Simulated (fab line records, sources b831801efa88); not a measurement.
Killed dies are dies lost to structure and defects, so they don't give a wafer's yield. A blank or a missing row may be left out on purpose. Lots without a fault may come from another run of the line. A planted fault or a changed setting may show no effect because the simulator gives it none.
Which tool did it? | flow sfq_line | 13 lots, 39 wafers sampled, at 3 steps of a route of 325

WHAT THE GAUGES READ, wafer by wafer
The record holds no reading of a measuring or inspecting step that can be judged against a usual standard deviation.

WHICH TOOL RAN EACH LOT (tool, then ch and the chambers of the sampled wafers, then the start)
lot  | SFQ_TRILAYER_I6_CMP_CMP_166   | SFQ_TRILAYER_I6_METRO_MEASURE_167 | SFQ_TRILAYER_I6_VIA_ETCH_VIA_ETCH_172
L972 | cmp-01 ch 0,2,3, day 71 04:34 | film_metro-01, day 71 07:41       | rie_diel-04 ch 2,3, day 71 11:13
L973 | cmp-02 ch 0,2,3, day 72 06:09 | film_metro-02, day 72 08:16       | rie_diel-02 ch 1,2, day 72 18:57
L974 | cmp-01 ch 0,2,3, day 72 11:29 | film_metro-03, day 72 14:07       | rie_diel-04 ch 0,1,2, day 72 20:09
L977 | cmp-02 ch 1,3, day 73 12:01   | film_metro-01, day 73 15:08       | rie_diel-02 ch 1,2, day 75 18:25
L979 | cmp-01 ch 0,1,2, day 73 15:02 | film_metro-03, day 73 18:21       | rie_diel-04 ch 1,2,3, day 75 19:37
L978 | cmp-02 ch 0,2, day 73 15:38   | film_metro-02, day 73 18:16       | rie_diel-03 ch 0,1,3, day 75 20:49
L983 | cmp-01 ch 0,2,3, day 78 02:32 | film_metro-01, day 78 04:52       | rie_diel-02 ch 1,2, day 78 15:16
L984 | cmp-02 ch 0,3, day 81 15:54   | film_metro-01, day 81 19:16       | rie_diel-03 ch 0,2, day 82 03:20
L988 | cmp-01 ch 0,1, day 83 18:24   | film_metro-02, day 83 21:01       | rie_diel-04 ch 0,1, day 84 00:40
L989 | cmp-01 ch 0,1,2, day 84 13:59 | film_metro-03, day 84 16:37       | rie_diel-04 ch 2,3, day 84 20:08
L991 | cmp-01 ch 0,1,3, day 85 09:02 | film_metro-02, day 85 11:40       | rie_diel-02 ch 1,3, day 85 22:01
L993 | cmp-01 ch 0,1, day 86 01:43   | film_metro-01, day 86 04:50       | rie_diel-04 ch 1,2, day 86 08:22
L994 | cmp-02 ch 0,1,2, day 86 11:34 | film_metro-01, day 86 13:41       | rie_diel-02 ch 2,3, day 88 03:22
- SFQ_TRILAYER_I6_CMP_CMP_166: polishes SiO2.
- SFQ_TRILAYER_I6_METRO_MEASURE_167
- SFQ_TRILAYER_I6_VIA_ETCH_VIA_ETCH_172: etches SiO2 in CHF3, stops on Nb, target depth 260 nm.

WHAT THE TOOLS THEMSELVES READ (means of the sampled wafers that have a number; where no wafer has one, the mark that the record gives instead)
SFQ_TRILAYER_I6_CMP_CMP_166.
lot  | tool   | motor_current_A (A) | slurry_filter_dp_kPa (kPa) | time_to_endpoint_s (s)
L972 | cmp-01 | 10.0                | 13.41                      | 214
L973 | cmp-02 | 10.3                | 13.52                      | 216
L974 | cmp-01 | 10.2                | 13.46                      | 216
L977 | cmp-02 | 8.7                 | 13.47                      | 219
L979 | cmp-01 | 9.7                 | 13.43                      | 195
L978 | cmp-02 | 10.3                | 13.43                      | 205
L983 | cmp-01 | 9.6                 | 13.59                      | 210
L984 | cmp-02 | 9.9                 | 13.45                      | 204
L988 | cmp-01 | 9.2                 | 13.43                      | 219
L989 | cmp-01 | 9.6                 | 13.44                      | 214
L991 | cmp-01 | 9.9                 | 13.53                      | 220
L993 | cmp-01 | 9.1                 | 13.48                      | 225
L994 | cmp-02 | 10.0                | 13.45                      | 224

SFQ_TRILAYER_I6_METRO_MEASURE_167.
lot  | tool          | thk_nm (nm)
L972 | film_metro-01 | 200.2
L973 | film_metro-02 | 200.1
L974 | film_metro-03 | 201.3
L977 | film_metro-01 | 200.7
L979 | film_metro-03 | 215.8
L978 | film_metro-02 | 199.1
L983 | film_metro-01 | 199.4
L984 | film_metro-01 | 198.8
L988 | film_metro-02 | 201.1
L989 | film_metro-03 | 199.0
L991 | film_metro-02 | 199.0
L993 | film_metro-01 | 202.1
L994 | film_metro-01 | 201.9

SFQ_TRILAYER_I6_VIA_ETCH_VIA_ETCH_172.
lot  | tool        | chamber_pressure_mTorr (mTorr) | drypump_motor_current_A (A) | oes_product_au (a.u.)
L972 | rie_diel-04 | 29.974                         | 5.8                         | 0.860
L973 | rie_diel-02 | 30.014                         | 5.5                         | 0.853
L974 | rie_diel-04 | 30.013                         | 5.7                         | 0.857
L977 | rie_diel-02 | 29.990                         | 5.5                         | 0.856
L979 | rie_diel-04 | 30.012                         | 6.1                         | 0.891
L978 | rie_diel-03 | 30.012                         | 6.1                         | 0.850
L983 | rie_diel-02 | 30.000                         | 5.5                         | 0.854
L984 | rie_diel-03 | 29.984                         | 6.1                         | 0.852
L988 | rie_diel-04 | 30.005                         | 5.6                         | 0.858
L989 | rie_diel-04 | 29.994                         | 5.7                         | 0.859
L991 | rie_diel-02 | 30.019                         | 5.4                         | 0.850
L993 | rie_diel-04 | 30.011                         | 6.3                         | 0.857
L994 | rie_diel-02 | 30.001                         | 6.4                         | 0.857

THE ANSWER, worked out from the rows above alone
Rule: what is usual is taken from the lots themselves. Put in order of their means at a reading, lots are off if they are a third of the lots or fewer, leave a main group of 4 or more, and stand apart from it by a gap of 3 or more times the standard deviation of the main group's means; of several such gaps the widest counts. A main group whose means are all the same, to the digits that the tables above print for the reading, isn't used. A lot without any number at a reading at which 4 lots or more have one is off too. The other lots that the step has rows for count as sound. The gauges are gone through in route order, then the tools' own readings, and for those a lot's mean is taken as printed above. The first step at which some lot is off is used, and at that step the reading that is off furthest; a lot without a number counts as furthest.
Off: L979, at SFQ_TRILAYER_I6_METRO_MEASURE_167 (thk_nm). The main group: mean 200.2 nm, standard deviation 1.1.
A tool fits if, at that step or a process step before it, it ran every lot that is off, and no sound lot after the first of them. None of those tried fits.

WHAT THE SIMULATOR HAD PUT IN
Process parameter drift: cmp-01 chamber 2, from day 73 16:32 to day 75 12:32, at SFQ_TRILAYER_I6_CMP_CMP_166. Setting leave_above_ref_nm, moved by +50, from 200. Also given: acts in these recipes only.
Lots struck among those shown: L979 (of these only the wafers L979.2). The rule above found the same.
